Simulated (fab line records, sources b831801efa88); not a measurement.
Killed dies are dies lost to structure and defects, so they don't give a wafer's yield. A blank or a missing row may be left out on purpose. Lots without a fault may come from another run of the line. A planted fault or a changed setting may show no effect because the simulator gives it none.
Problem report in the 8D (eight disciplines) form, filled by code | flow sky130 | the parts of the form that need people (team, actions taken, sign-off) are left out

1. THE PROBLEM
PWDE_RS at SKY_NWELL_RS_MEAS_31 reads a mean of 5399 ohm/sq on 6 wafers of 2 lots; wafers without a fault read 5268 ohm/sq with a standard deviation of 18. That is +7.3 standard deviations from the usual mean.
The step: measures by four-point-probe.
First seen on wafer L153.3, day 8 10:40, on film_metro-03. The record holds 39 wafers of 13 lots with a number at this step. Rule for "out", or "out of limits": more than 4 standard deviations from the usual mean. The other wafers with a number count as sound.

2. WHAT IT IS AND WHAT IT IS NOT
question                    | is                           | is not
which readings at this step | PWDE_RS                      | -
which lots                  | L153, L158                   | L141, L142, L144, L145, L147, L149, L151, L156, L161, L162, L164
which wafers of those lots  | all that have a number       | -
read on which gauges        | film_metro-03, film_metro-04 | film_metro-02
when                        | from day 8 10:40             | up to then (21 sound wafers); but 12 sound wafers of L156, L161, L162, L164 came after

3. SUSPECTS, AND WHAT RULES EACH OUT
Counting: a tool at a process step up to the reading stays a suspect if it ran every lot that is out and no sound lot after the first of them.
- the gauge at SKY_NWELL_RS_MEAS_31: ruled out. The wafers that are out were read on 2 gauges (film_metro-03, film_metro-04).
- implanter-04 at SKY_PWDE_IMPLANT_08: kept. It ran every lot that is out, first L153 (day 6 17:10), and no sound lot after that; its last sound lot up to then is L151 (day 6 02:50). Its own readings are out on those wafers: dose_ions_cm2.
Left after counting: implanter-04 at SKY_PWDE_IMPLANT_08.

4. THE CAUSE (what the simulator had put in)
Process parameter drift: implanter-04, from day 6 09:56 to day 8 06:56, at SKY_PWDE_IMPLANT_08. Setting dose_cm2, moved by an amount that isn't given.
Counting left only this tool.

5. THE CHAIN OF EFFECTS, in route order
Each row: a reading whose mean over the struck wafers that have a number lies more than 3 standard deviations from the usual. Only readings for which the record gives a usual standard deviation are gone through. hours: the time from each lot's start at the first step in this table that gives one to its start at this step, as a median over the lots. sigmas: the change in usual standard deviations.
hours | step                 | reading       | usual       | on struck wafers | change   | sigmas
0     | SKY_PWDE_IMPLANT_08  | dose_ions_cm2 | 3.6e+12     | 3.5e+12          | -1.1e+11 | -28
43    | SKY_NWELL_RS_MEAS_31 | PWDE_RS       | 5268 ohm/sq | 5399             | +131     | +7.3
The process steps in it:
- SKY_PWDE_IMPLANT_08
Later measuring or inspecting steps at which every struck wafer that the step has a row for has a number for every such reading, and none has moved that far: SKY_VT_ADJUST_HVTR_CD_MEAS_07, SKY_VT_ADJUST_HVTR_OVL_MEAS_08, SKY_SONOS_ONO_THK_MEAS_03.

6. WHAT WOULD HAVE CAUGHT IT SOONER
In this record the first reading out of limits at a measuring or inspecting step was taken at day 8 10:40, 49 hours after the fault began at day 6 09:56.
The tool's own readings at SKY_PWDE_IMPLANT_08 were out on every struck wafer that the step has a row for (dose_ions_cm2): an alarm limit on them would have fired on the first of those.
All the lots that are out (2) had begun SKY_PWDE_IMPLANT_08 on implanter-04 by day 8 10:40. A hold on the tool at that time would have spared none of them.
